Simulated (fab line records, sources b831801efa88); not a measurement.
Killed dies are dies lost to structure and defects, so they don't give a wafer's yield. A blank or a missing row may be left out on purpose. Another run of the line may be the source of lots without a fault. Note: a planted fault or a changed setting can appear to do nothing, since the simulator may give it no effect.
8D (eight disciplines) problem report, filled in by code -- flow sky130 -- the parts of the form that need people (team, actions taken, sign-off) are left out

== 1. PROBLEM STATEMENT ==
VT_ADJUST_PCH_TW at SKY_VT_ADJUST_PCH_TW_MEAS_10 reads a mean of 137.8 on 6 wafers of 2 lots; wafers without a fault read 143.5 with a standard deviation of 0.75. Measured from the usual mean, that is -7.6 standard deviations.
First seen on wafer L771.1, day 16 12:38, on filmMetro-04. The record has a number at this step for 36 wafers belonging to 12 lots. Rule for "out", or "out of limits": more than 4 standard deviations from the usual mean. All remaining wafers that have a number are taken as sound.

== 2. WHAT IT IS; WHAT IT IS NOT ==
question,is,is not
which readings at this step,VT_ADJUST_PCH_TW,-
which lots,"L771, L772","L752, L754, L755, L756, L757, L759, L761, L763, L774, L775"
which wafers of those lots,all that have a number,-
read on which gauges,"filmMetro-03, filmMetro-04",filmMetro-02
when,from day 16 12:38,"up to then (24 sound wafers); but 6 sound wafers of L774, L775 came after"

== 3. SUSPECTS, AND WHAT RULES EACH OUT ==
Counting: a tool at any process step up to the reading remains a suspect when it ran all the lots that are out and ran no sound lot after the first of those.
- the gauge at SKY_VT_ADJUST_PCH_TW_MEAS_10: ruled out. Those wafers that are out were read across 2 gauges (filmMetro-03, filmMetro-04).
- implanter-02 at SKY_VT_ADJUST_PCH_IMPLANT_08: kept. It ran every lot that is out, first L771 (day 16 12:23), and no sound lot after that; its last sound lot up to then is L761 (day 14 03:08). Its own doseIonsCm2, faradayCurrentUA readings are out on those wafers.
The count leaves implanter-02 at SKY_VT_ADJUST_PCH_IMPLANT_08.

== 4. THE CAUSE (what the simulator had put in) ==
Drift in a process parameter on implanter-02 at SKY_VT_ADJUST_PCH_IMPLANT_08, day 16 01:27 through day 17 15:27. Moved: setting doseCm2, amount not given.
Counting left only this tool.

== 5. SEQUENCE OF EFFECTS, ordered by route ==
Each row: a reading whose mean over the struck wafers that have a number lies more than 3 standard deviations from the usual. Readings are gone through only where the record gives a usual standard deviation; hours: the median, over the lots, of the time from a lot's start at the first step in this table giving one to that lot's start at this step; sigmas: the change measured in usual standard deviations.
hours,step,reading,usual,on struck wafers,change,sigmas
0,SKY_VT_ADJUST_PCH_IMPLANT_08,doseIonsCm2,5e+11,4e+11,-8e+10,-99 or more
0,SKY_VT_ADJUST_PCH_IMPLANT_08,faradayCurrentUA,2.83,2.39,-0.44,-8.6
0,SKY_VT_ADJUST_PCH_TW_MEAS_10,VT_ADJUST_PCH_TW,143.5,137.8,-5.7,-7.6
It contains these process steps:
- SKY_VT_ADJUST_PCH_IMPLANT_08
Later steps that measure or inspect, where all struck wafers having a row at the step show a number for every such reading and not one has moved that far: SKY_LI_CONTACT_OVL_MEAS_13.

== 6. WHAT WOULD HAVE CAUGHT IT SOONER ==
The first out-of-limits reading at a measuring or inspecting step in this record came at day 16 12:38, 11 hours after the fault's start at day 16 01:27.
The tool's own readings at SKY_VT_ADJUST_PCH_IMPLANT_08 were out on every struck wafer that the step has a row for (doseIonsCm2, faradayCurrentUA): an alarm limit on them would have fired on the first of those.
L772, from the lots that are out (2), started SKY_VT_ADJUST_PCH_IMPLANT_08 on implanter-02 later than day 16 12:38. Had the tool been put on hold then, it would have been spared.
